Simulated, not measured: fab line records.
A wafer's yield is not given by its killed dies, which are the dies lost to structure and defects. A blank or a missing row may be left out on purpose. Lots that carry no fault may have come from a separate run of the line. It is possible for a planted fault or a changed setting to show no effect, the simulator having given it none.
Which tool did it? -- flow sky130 -- 7 lots (21 wafers sampled), 1 step of a 708-step route

## WHAT EACH GAUGE READ, for each wafer
SKY_VT_ADJUST_LVTN_OVL_MEAS_18.
lot,measured,on,VT_ADJUST_LVTN_01_OVL (nm)
L985,day 7 23:17,overlay-01,1.8 -1.6 2.0
L990,day 9 10:23,overlay-01,-1.4 -1.6 -3.0
L992,day 10 01:23,overlay-01,-2.6 -1.7 -1.2
L101,day 12 11:35,overlay-02,-1.1 -0.1 1.3
L103,day 12 23:29,overlay-01,-3.4 -1.7 -2.0
L105,day 13 14:18,overlay-02,0.8 0.2 -0.4
L107,day 14 07:38,overlay-02,-0.2 -1.8 -1.1

## EACH LOT AND THE TOOL THAT RAN IT (in order: tool; ch and the chambers of the sampled wafers; start)
The record shows no process step preceding these readings.

## THE ANSWER, worked out from the rows above alone
Rule: the usual values come from the lots themselves. The widest of any qualifying gaps counts: lots, ordered by their means at a reading, are off when they make up no more than a third of the lots, leave a main group of 4 or more, and stand apart from it by 3 or more times the standard deviation of that group's means. If all means in a main group match to the digits the tables above print for the reading, that group is not used. Also off: a lot with no number at a reading for which 4 or more lots have one. Any other lot the step has rows for is counted as sound.
Nothing can be told from this: no lot is off at any reading shown.

## WHAT HAD BEEN PUT IN BY THE SIMULATOR
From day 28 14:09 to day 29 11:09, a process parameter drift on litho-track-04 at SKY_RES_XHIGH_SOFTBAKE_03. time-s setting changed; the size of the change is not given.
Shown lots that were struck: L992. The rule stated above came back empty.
